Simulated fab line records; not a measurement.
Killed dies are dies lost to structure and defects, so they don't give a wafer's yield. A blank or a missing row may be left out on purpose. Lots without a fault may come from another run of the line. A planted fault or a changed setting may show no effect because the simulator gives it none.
fab line records	flow sky130	part 1 of 2: steps 1 to 21 of 31
record lots=5	wafers=15	last-day=48
route steps=708 shown METAL4@632 VIA4@639 METAL5@661
lots that met no fault: from a run of the same line without faults
start-h: hours from the record's opening day to when the first of the lot's shown wafers began	wait-h: how many hours have passed since the lot's step before this one	" same as the row above	L1.1+2: a row that stands for several wafers	- no value present, or no start provided	* or withheld: withheld	< > ~ a bound
route shown NAME@n: names a module that has steps shown in the file, with the first one's number in the route	usual: mean/standard deviation taken from wafers without a fault	same: alike in all rows	chamber/n: place in a boat	sites: each site's reading	_std_site: standard deviation across them	_edge_site: mean of outer sites minus mean of inner sites	radius-mm: for every site, how far away it sits from the centre of the wafer	mask NAME#n: copy n	behind: tool/chamber where the wafer was last shaped	hold: cause of the lot's hold/its duration in hours/its outcome	device: which transistor (n, p or np) failed to switch	end of line: at the end of the route, the tests of the same wafers	a step given without rows: its recipe and nothing more	killed: at the first sort, the dies lost to defects and structure; wafer yield is something else	map: the dies of a wafer, with x for killed, . for not killed, _ for no die there
set.NAME: setting as actually run; set.NAME@STEP: the setting as run at that earlier step	model.NAME: the simulator's own value behind a step, which no gauge read
lots at some steps of the route; a table a step, a row a wafer
services: when a tool's chamber went out of use (start-h, in hours from the record's first day, below 0 if earlier), for how many hours, and the reason
## steps
# step SKY_METAL4_ETCH_16
# recipe chemistry=N2/H2	target=BARC	ion-energy-ev=200	bias-w=100	pressure-mtorr=30	n2-flow-sccm=100	h2-flow-sccm=200	icp-w=500	stop-on=SiO2	time-s=88.2	target-depth-a=600
# usual drypump-motor-current-A=5.9/0.41	oes-product-au=0.625/0.0045	throttle-valve-pct=13.206/0.0097
# same time-s=88.2
lot.wafer	tool	chamber	start-h	wait-h	drypump-motor-current-A	oes-product-au	rf-hours-counter-h	throttle-valve-pct
L077.2	rie-metal-01	0	1016.30	0.0	6.5	0.626	17	13.196
L077.3	"	1	"	"	5.8	0.620	-	13.195
L077.5	"	1	"	"	5.8	0.633	-	13.207
L078.1	rie-metal-03	1	1023.68	0.1	6.2	0.624	4	13.201
L078.2	"	1	"	"	6.2	0.622	-	13.206
L078.4	"	1	"	"	6.2	0.627	-	13.203
L080.3	rie-metal-04	0	1040.98	0.0	5.1	0.623	-	13.187
L080.4	"	1	"	"	6.1	0.629	-	13.224
L080.5	"	1	"	"	6.0	0.624	-	13.210
L081.3	rie-metal-04	1	1048.12	0.0	6.0	0.627	-	13.200
L081.5	"	1	"	"	6.1	0.622	-	13.200
L081.6	"	0	"	"	5.1	0.631	-	13.207
L087.1	rie-metal-01	0	1078.00	0.0	6.5	0.624	22	13.202
L087.2	"	1	"	"	5.8	0.625	10	13.198
L087.3	"	1	"	"	5.8	0.626	-	13.188
# step SKY_METAL4_ETCH_17
# recipe target=SiO2	stop-on=TiN	chemistry=C4F8/O2/Ar	source-w=1500	bias-w=1200	pressure-mtorr=40	c4f8-flow-sccm=withheld	O2_flow_sccm=6	Ar_flow_sccm=300	time-s=3.9	target-depth-a=150
# usual oes-product-au=0.754/0.0068
# same time-s=3.9
lot.wafer	tool	chamber	start-h	wait-h	oes-product-au	rf-hours-counter-h
L077.2	rie-diel-02	1	1016.39	0.1	0.748	5
L077.3	"	3	"	"	0.749	2
L077.5	"	3	"	"	0.756	-
L078.1	rie-diel-02	3	1023.87	0.2	0.750	2
L078.2	"	1	"	"	0.753	5
L078.4	"	0	"	"	0.755	13
L080.3	rie-diel-02	0	1041.05	0.0	0.758	13
L080.4	"	1	"	"	0.759	6
L080.5	"	1	"	"	0.752	-
L081.3	rie-diel-03	1	1048.19	0.0	0.752	11
L081.5	"	0	"	"	0.749	-
L081.6	"	1	"	"	0.759	-
L087.1	rie-diel-02	1	1078.10	0.1	0.753	7
L087.2	"	0	"	"	0.740	14
L087.3	"	3	"	"	0.754	4
# step SKY_METAL4_METAL_ETCH_18
# recipe target-depth-a=8450	stop-on=SiO2	over-etch-frac=0.3	time-s=183.1	chemistry=Cl2/BCl3	resist-sidewall-deg=88	pressure-mtorr=10	icp-w=900	bias-w=48.5	Cl2_flow_sccm=60	bcl3-flow-sccm=30
# usual drypump-motor-current-A=5.9/0.42	oes-product-au=0.866/0.0061	throttle-valve-pct=22.264/0.0092
# same time-s=183.1
lot.wafer	tool	chamber	start-h	wait-h	drypump-motor-current-A	oes-product-au	rf-hours-counter-h	throttle-valve-pct
L077.2	rie-metal-04	1	1016.41	0.0	6.1	0.860	10	22.257
L077.3	"	1	"	"	6.1	0.874	-	22.259
L077.5	"	1	"	"	6.1	0.867	-	22.249
L078.1	rie-metal-04	0	1023.89	0.0	5.1	0.871	7	22.250
L078.2	"	1	"	"	6.0	0.863	10	22.261
L078.4	"	1	"	"	6.1	0.867	-	22.277
L080.3	rie-metal-01	0	1041.19	0.1	6.4	0.858	-	22.260
L080.4	"	0	"	"	6.4	0.857	-	22.272
L080.5	"	0	"	"	6.4	0.865	-	22.276
L081.3	rie-metal-03	0	1048.33	0.1	5.9	0.861	-	22.267
L081.5	"	0	"	"	6.0	0.875	-	22.258
L081.6	"	0	"	"	6.0	0.880	-	22.263
L087.1	rie-metal-03	1	1078.12	0.0	6.2	0.855	8	22.265
L087.2	"	1	"	"	6.2	0.871	-	22.280
L087.3	"	1	"	"	6.2	0.853	-	22.282
# step SKY_METAL4_STRIP_19
# recipe chemistry=O2/N2	power-w=1400	pressure-mtorr=1500	platen-temp-c=withheld	o2-flow-sccm=3000	n2-flow-sccm=300	overash-fraction=0.5
# usual drypump-motor-current-A=5.6/0.55	oes-product-au=0.502/0.0057	strip-time-to-endpoint-s=6.53/0.061
lot.wafer	tool	chamber	start-h	wait-h	drypump-motor-current-A	oes-product-au	rf-hours-counter-h	strip-time-to-endpoint-s
L077.2	plasma-asher-01	1	1016.59	0.1	6.1	0.489	60	6.56
L077.3	"	1	"	"	6.1	0.498	-	6.56
L077.5	"	1	"	"	6.1	0.503	-	6.57
L078.1	plasma-asher-04	0	1024.07	0.1	5.0	0.505	119	6.52
L078.2	"	1	"	"	6.3	0.500	119	6.47
L078.4	"	1	"	"	6.4	0.493	-	6.41
L080.3	plasma-asher-01	1	1041.46	0.2	6.1	0.498	-	6.53
L080.4	"	0	"	"	5.0	0.509	-	6.55
L080.5	"	0	"	"	5.0	0.512	-	6.56
L081.3	plasma-asher-01	0	1048.60	0.2	5.0	0.493	-	6.42
L081.5	"	0	"	"	5.0	0.498	-	6.45
L081.6	"	1	"	"	6.1	0.502	-	6.47
L087.1	plasma-asher-04	0	1078.47	0.3	5.0	0.496	1	6.46
L087.2	"	1	"	"	6.3	0.499	1	6.47
L087.3	"	0	"	"	5.0	0.502	-	6.49
# step SKY_METAL4_STRIP_20
# recipe chemistry=post-etch-residue-remover	time-s=1200	temp-c=72.5
# usual bath-heat-duty-pct=14.7/1.8
# same time-s=1200
lot.wafer	tool	chamber	start-h	wait-h	bath-heat-duty-pct
L077.2	wet-bench-03	1	1016.69	0.1	13.0
L077.3	"	1	"	"	14.6
L077.5	"	1	"	"	12.7
L078.1	wet-bench-04	1	1024.17	0.1	13.5
L078.2	"	1	"	"	15.1
L078.4	"	1	"	"	12.9
L080.3	wet-bench-03	3	1041.52	0.0	14.8
L080.4	"	3	"	"	15.2
L080.5	"	3	"	"	14.9
L081.3	wet-bench-01	3	1048.66	0.0	19.4
L081.5	"	3	"	"	18.1
L081.6	"	3	"	"	18.3
L087.1	wet-bench-03	1	1078.57	0.1	12.5
L087.2	"	1	"	"	14.2
L087.3	"	1	"	"	13.3
# step SKY_METAL4_CLEAN_21
# recipe chemistry=IPA	time-s=180	temp-c=25
# usual bath-heat-duty-pct=6.3/0.8
# same time-s=180
lot.wafer	tool	chamber	start-h	wait-h	bath-heat-duty-pct
L077.2	wet-bench-04	2	1017.06	0.0	6.2
L077.3	"	2	"	"	6.7
L077.5	"	2	"	"	8.1
L078.1	wet-bench-04	2	1024.51	0.0	6.2
L078.2	"	2	"	"	7.5
L078.4	"	2	"	"	6.3
L080.3	wet-bench-01	2	1041.87	0.0	5.8
L080.4	"	2	"	"	4.9
L080.5	"	2	"	"	4.9
L081.3	wet-bench-04	1	1049.00	0.0	6.1
L081.5	"	1	"	"	6.0
L081.6	"	1	"	"	6.4
L087.1	wet-bench-04	1	1078.95	0.0	5.6
L087.2	"	1	"	"	6.0
L087.3	"	1	"	"	6.4
# step SKY_METAL4_CLEAN_22
# recipe chemistry=O3/DIW	dry=n2-spin
lot.wafer	tool	chamber	start-h	wait-h
L077.2+3+5	wet-bench-01	0	1017.12	0.0
L078.1+2+4	wet-bench-04	0	1024.57	0.0
L080.3+4+5	wet-bench-03	0	1041.92	0.0
L081.3+5+6	wet-bench-03	2	1049.06	0.0
L087.1+2+3	wet-bench-01	3	1079.06	0.0
# step SKY_VIA4_HDPCVD_00
# recipe material=SiO2	target-thk-nm=1750	sigma-open-frac=0.3	time-s=291.7	temp-c=400	sih4-flow-sccm=60	pressure-mtorr=6
# usual susceptor-temp-C=400.02/0.23
# same time-s=291.7
lot.wafer	tool	chamber	start-h	wait-h	susceptor-temp-C
L077.2	hdpcvd-02	1	1017.21	0.0	400.45
L077.3	"	2	"	"	400.22
L077.5	"	0	"	"	400.16
L078.1	hdpcvd-02	0	1024.66	0.0	399.93
L078.2	"	1	"	"	399.70
L078.4	"	0	"	"	399.62
L080.3	hdpcvd-02	1	1042.02	0.0	399.83
L080.4	"	0	"	"	399.91
L080.5	"	2	"	"	400.07
L081.3	hdpcvd-02	2	1049.15	0.0	400.16
L081.5	"	2	"	"	399.73
L081.6	"	0	"	"	399.96
L087.1	hdpcvd-01	0	1079.16	0.0	399.62
L087.2	"	1	"	"	399.69
L087.3	"	2	"	"	400.17
# step SKY_VIA4_THK_MEAS_01
# recipe reads=SiO2_of_VIA4_HDPCVD_00
# usual VIA4_HDPCVD_THK=1752/17
lot.wafer	tool	chamber	start-h	wait-h	VIA4_HDPCVD_THK[nm]
L077.2	film-metro-04	-	1017.40	0.1	1765
L077.3	"	-	"	"	1781
L077.5	"	-	"	"	1766
L078.1	film-metro-03	-	1024.84	0.1	1733
L078.2	"	-	"	"	1740
L078.4	"	-	"	"	1735
L080.3	film-metro-04	-	1042.21	0.1	1727
L080.4	"	-	"	"	1748
L080.5	"	-	"	"	1758
L081.3	film-metro-01	-	1049.35	0.1	1771
L081.5	"	-	"	"	1772
L081.6	"	-	"	"	1737
L087.1	film-metro-03	-	1079.33	0.1	1766
L087.2	"	-	"	"	1756
L087.3	"	-	"	"	1751
# step SKY_VIA4_CMP_02
# recipe material=SiO2	down-force-psi=4	platen-rpm=60	pad-velocity-m-s=0.94248
# usual motor-current-A=11.6/1.5	slurry-flow-ml-min=150.1/0.44
lot.wafer	tool	chamber	start-h	wait-h	motor-current-A	slurry-flow-ml-min
L077.3	cmp-02	1	1017.65	0.2	11.2	150.0
L077.2	"	2	"	"	10.3	150.4
L077.5	"	1	"	"	11.2	150.1
L078.2	cmp-02	1	1024.90	0.0	10.8	150.3
L078.1	"	2	"	"	9.8	149.7
L078.4	"	3	"	"	12.3	150.1
L080.3	cmp-01	0	1042.73	0.5	12.2	149.7
L080.4	"	2	"	"	14.2	150.2
L080.5	"	3	"	"	10.6	149.5
L081.3	cmp-01	3	1049.49	0.1	10.5	150.6
L081.5	"	1	"	"	9.8	149.3
L081.6	"	2	"	"	14.1	151.1
L087.1	cmp-01	2	1079.39	0.1	14.2	150.0
L087.3	"	0	"	"	12.1	149.3
L087.2	"	1	"	"	9.6	149.5
# step SKY_VIA4_BOW_MEAS_03
# recipe mode=bow
# usual VIA4_BOW=79/8.4
lot.wafer	tool	chamber	start-h	wait-h	VIA4_BOW[um]
L077.2	film-metro-01	-	1017.97	0.2	82
L077.3	"	-	"	"	86
L077.5	"	-	"	"	84
L078.1	film-metro-04	-	1025.20	0.2	80
L078.2	"	-	"	"	83
L078.4	"	-	"	"	75
L080.3	film-metro-01	-	1043.02	0.2	80
L080.4	"	-	"	"	67
L080.5	"	-	"	"	71
L081.3	film-metro-03	-	1049.73	0.2	93
L081.5	"	-	"	"	92
L081.6	"	-	"	"	90
L087.1	film-metro-03	-	1079.69	0.2	83
L087.2	"	-	"	"	83
L087.3	"	-	"	"	78
# step SKY_VIA4_DEHYDRATE_04
# recipe temp-c=200	time-s=60
# usual chill-plate-temp-C=23.00/0.1	exhaust-pa=44.8/0.81
# same time-s=60
lot.wafer	tool	chamber	start-h	wait-h	chill-plate-temp-C	exhaust-pa
L077.2	litho-track-04	0	1028.21	10.2	22.82	46.9
L077.3	"	0	"	"	22.86	45.0
L077.5	"	0	"	"	22.86	45.8
L078.1	litho-track-01	0	1036.80	11.6	23.03	44.0
L078.2	"	0	"	"	22.94	43.9
L078.4	"	0	"	"	22.89	44.0
L080.3	litho-track-04	0	1053.13	10.1	22.96	44.9
L080.4	"	0	"	"	23.05	44.8
L080.5	"	0	"	"	22.92	45.4
L081.3	litho-track-01	0	1060.50	10.7	23.07	45.0
L081.5	"	0	"	"	23.13	45.2
L081.6	"	0	"	"	22.98	46.3
L087.1	litho-track-03	0	1089.51	9.8	22.92	46.0
L087.2	"	0	"	"	23.02	46.1
L087.3	"	0	"	"	23.14	46.5
# step SKY_VIA4_HMDS_05
# recipe prime-time-s=60	prime-temp-c=120
# usual chill-plate-temp-C=22.98/0.11	exhaust-pa=45.0/0.89
lot.wafer	tool	chamber	start-h	wait-h	chill-plate-temp-C	exhaust-pa
L077.2	litho-track-04	0	1028.36	0.1	22.92	46.3
L077.3	"	0	"	"	23.01	45.2
L077.5	"	0	"	"	23.07	46.2
L078.1	litho-track-01	0	1036.95	0.1	23.04	44.3
L078.2	"	0	"	"	22.85	44.4
L078.4	"	0	"	"	22.89	45.3
L080.3	litho-track-04	0	1053.28	0.1	22.87	44.0
L080.4	"	0	"	"	22.89	44.1
L080.5	"	0	"	"	22.85	43.6
L081.3	litho-track-01	0	1060.65	0.1	23.02	45.8
L081.5	"	0	"	"	23.10	45.8
L081.6	"	0	"	"	23.04	44.7
L087.1	litho-track-03	0	1089.66	0.1	23.04	44.6
L087.2	"	0	"	"	23.00	44.9
L087.3	"	0	"	"	22.95	45.5
# step SKY_VIA4_COAT_06
# recipe resist=NOVOLAK	spin-rpm=3000	resist-thk-nm=1140
# usual chill-plate-temp-C=23.00/0.097	exhaust-pa=45.1/0.9
lot.wafer	tool	chamber	start-h	wait-h	chill-plate-temp-C	exhaust-pa
L077.2	litho-track-04	0	1028.51	0.1	22.98	46.2
L077.3	"	0	"	"	22.88	44.6
L077.5	"	0	"	"	22.96	45.1
L078.1	litho-track-01	0	1037.10	0.1	23.20	45.2
L078.2	"	0	"	"	23.20	44.6
L078.4	"	0	"	"	23.10	43.6
L080.3	litho-track-04	0	1053.43	0.1	22.84	45.5
L080.4	"	0	"	"	22.90	45.3
L080.5	"	0	"	"	22.86	44.7
L081.3	litho-track-01	0	1060.80	0.1	22.97	45.4
L081.5	"	0	"	"	22.82	46.8
L081.6	"	0	"	"	22.85	45.0
L087.1	litho-track-03	0	1089.81	0.1	23.13	45.7
L087.2	"	0	"	"	23.16	46.8
L087.3	"	0	"	"	23.07	44.0
# step SKY_VIA4_SOFTBAKE_07
# recipe temp-c=90	time-s=60	resist=NOVOLAK
# usual chill-plate-temp-C=23.00/0.09	exhaust-pa=45.2/0.84
# same time-s=60
lot.wafer	tool	chamber	start-h	wait-h	chill-plate-temp-C	exhaust-pa
L077.2	litho-track-04	0	1028.66	0.1	23.03	44.1
L077.3	"	0	"	"	23.02	44.6
L077.5	"	0	"	"	23.08	43.6
L078.1	litho-track-01	0	1037.25	0.1	23.07	45.7
L078.2	"	0	"	"	22.98	45.2
L078.4	"	0	"	"	22.97	45.8
L080.3	litho-track-04	0	1053.58	0.1	23.02	45.3
L080.4	"	0	"	"	23.06	45.1
L080.5	"	0	"	"	23.02	46.2
L081.3	litho-track-01	0	1060.95	0.1	23.06	46.3
L081.5	"	0	"	"	22.77	45.1
L081.6	"	0	"	"	23.03	45.5
L087.1	litho-track-03	0	1089.96	0.1	22.86	44.2
L087.2	"	0	"	"	22.96	43.6
L087.3	"	0	"	"	22.79	44.2
# step SKY_VIA4_EXPOSE_08
# recipe mask-id=VIM4	na=0.6	source-shape=conventional	sigma-outer=0.6	polarization=unpolarized	target-cd-nm=800	dose-mj=132
# usual reticle-temp-C=23.00/0.099
lot.wafer	tool	chamber	start-h	wait-h	mask	reticle-temp-C
L077.2	iline-stepper-02	0	-	-	VIM4#0	23.09
L077.3	"	0	"	"	VIM4#0	23.06
L077.5	"	0	"	"	VIM4#0	22.88
L078.1	iline-stepper-01	0	-	-	VIM4#0	22.88
L078.2	"	0	"	"	VIM4#0	23.03
L078.4	"	0	"	"	VIM4#0	23.05
L080.3	iline-stepper-02	0	-	-	VIM4#0	22.95
L080.4	"	0	"	"	VIM4#0	23.05
L080.5	"	0	"	"	VIM4#0	23.01
L081.3	iline-stepper-01	0	-	-	VIM4#0	23.18
L081.5	"	0	"	"	VIM4#0	23.08
L081.6	"	0	"	"	VIM4#0	22.99
L087.1	iline-stepper-02	0	-	-	VIM4#0	22.99
L087.2	"	0	"	"	VIM4#0	22.94
L087.3	"	0	"	"	VIM4#0	22.90
# step SKY_VIA4_PEB_09
# recipe temp-c=withheld	time-s=*	resist=NOVOLAK
# usual chill-plate-temp-C=*	exhaust-pa=45.0/1
# same time-s=*
lot.wafer	tool	chamber	start-h	wait-h	chill-plate-temp-C	exhaust-pa
L077.2	litho-track-03	0	-	-	*	45.3
L077.3	"	0	"	"	*	45.2
L077.5	"	0	"	"	*	46.1
L078.1	litho-track-03	0	-	-	*	45.3
L078.2	"	0	"	"	*	45.6
L078.4	"	0	"	"	*	44.7
L080.3	litho-track-03	0	-	-	*	46.4
L080.4	"	0	"	"	*	44.4
L080.5	"	0	"	"	*	45.0
L081.3	litho-track-04	0	-	-	*	46.5
L081.5	"	0	"	"	*	43.7
L081.6	"	0	"	"	*	45.0
L087.1	litho-track-01	0	-	-	*	44.9
L087.2	"	0	"	"	*	44.4
L087.3	"	0	"	"	*	45.1
# step SKY_VIA4_DEVELOP_10
# recipe resist=NOVOLAK	developer=TMAH	develop-time-s=60	dev-temp-c=23
# usual chill-plate-temp-C=23.01/0.097	exhaust-pa=45.0/0.99
# same develop-time-s=60
lot.wafer	tool	chamber	start-h	wait-h	chill-plate-temp-C	exhaust-pa
L077.2	litho-track-03	0	1040.73	0.1	23.04	45.9
L077.3	"	0	"	"	23.01	45.6
L077.5	"	0	"	"	23.02	45.6
L078.1	litho-track-03	0	1048.11	0.1	23.07	46.1
L078.2	"	0	"	"	23.03	45.3
L078.4	"	0	"	"	22.99	45.7
L080.3	litho-track-03	0	1064.36	0.1	23.08	44.2
L080.4	"	0	"	"	23.01	44.6
L080.5	"	0	"	"	23.11	44.4
L081.3	litho-track-04	0	1071.28	0.1	22.88	43.3
L081.5	"	0	"	"	22.95	44.0
L081.6	"	0	"	"	22.82	44.7
L087.1	litho-track-01	0	1099.90	0.1	23.04	43.6
L087.2	"	0	"	"	22.99	44.2
L087.3	"	0	"	"	23.09	45.2
# step SKY_VIA4_OVL_MEAS_11
# usual VIA4_OVL=-0.4/1.3
lot.wafer	tool	chamber	start-h	wait-h	VIA4_OVL[nm]
L077.2	overlay-01	-	1040.86	0.1	0.5
L077.3	"	-	"	"	-0.4
L077.5	"	-	"	"	0.3
L078.1	overlay-02	-	1048.26	0.1	2.8
L078.2	"	-	"	"	-0.3
L078.4	"	-	"	"	-1.7
L080.3	overlay-01	-	1064.47	0.1	0.8
L080.4	"	-	"	"	0.9
L080.5	"	-	"	"	1.1
L081.3	overlay-01	-	1071.40	0.1	0.6
L081.5	"	-	"	"	1.3
L081.6	"	-	"	"	-0.2
L087.1	overlay-01	-	1100.05	0.1	-0.9
L087.2	"	-	"	"	-0.8
L087.3	"	-	"	"	-1.2
# step SKY_VIA4_ETCH_12
# recipe target=SiO2	chemistry=C4F8/O2/Ar	stop-on=TiN	mask-material=NOVOLAK	source-w=1500	bias-w=1200	pressure-mtorr=40	c4f8-flow-sccm=withheld	O2_flow_sccm=6	Ar_flow_sccm=300	time-s=withheld	target-depth-a=5800
# usual oes-product-au=0.926/0.0044
lot.wafer	tool	chamber	start-h	wait-h	oes-product-au
L077.2	rie-diel-04	1	1040.89	0.0	0.925
L077.3	"	3	"	"	0.931
L077.5	"	2	"	"	0.927
L078.1	rie-diel-04	1	1048.29	0.0	0.926
L078.2	"	0	"	"	0.925
L078.4	"	3	"	"	0.919
L080.3	rie-diel-01	3	1064.49	0.0	0.926
L080.4	"	3	"	"	0.923
L080.5	"	0	"	"	0.927
L081.3	rie-diel-01	3	1071.42	0.0	0.917
L081.5	"	3	"	"	0.936
L081.6	"	2	"	"	0.929
L087.1	rie-diel-01	0	1100.09	0.0	0.930
L087.2	"	2	"	"	0.928
L087.3	"	1	"	"	0.927
# step SKY_VIA4_STRIP_13
# recipe chemistry=O2/N2	power-w=1400	pressure-mtorr=1500	platen-temp-c=withheld	o2-flow-sccm=3000	n2-flow-sccm=300	overash-fraction=0.5
# usual drypump-motor-current-A=5.6/0.53	oes-product-au=0.710/0.0041	strip-time-to-endpoint-s=12.81/0.033
lot.wafer	tool	chamber	start-h	wait-h	drypump-motor-current-A	oes-product-au	rf-hours-counter-h	strip-time-to-endpoint-s
L077.2	plasma-asher-04	1	1040.97	-	6.3	0.702	120	12.83
L077.3	"	1	"	"	6.3	0.714	-	12.77
L077.5	"	1	"	"	6.3	0.708	-	12.79
L078.1	plasma-asher-04	0	1048.37	-	5.0	0.718	121	12.79
L078.2	"	1	"	"	6.3	0.715	121	12.79
L078.4	"	0	"	"	5.0	0.709	-	12.78
L080.3	plasma-asher-03	1	1064.60	-	5.8	0.711	-	12.79
L080.4	"	0	"	"	5.6	0.710	-	12.89
L080.5	"	0	"	"	5.5	0.708	-	12.87
L081.3	plasma-asher-01	1	1071.53	-	6.1	0.714	-	12.77
L081.5	"	0	"	"	4.9	0.711	-	12.83
L081.6	"	1	"	"	6.1	0.706	-	12.75
L087.1	plasma-asher-03	1	1100.16	-	5.8	0.709	37	12.82
L087.2	"	0	"	"	5.5	0.713	37	12.84
L087.3	"	0	"	"	5.5	0.712	-	12.83
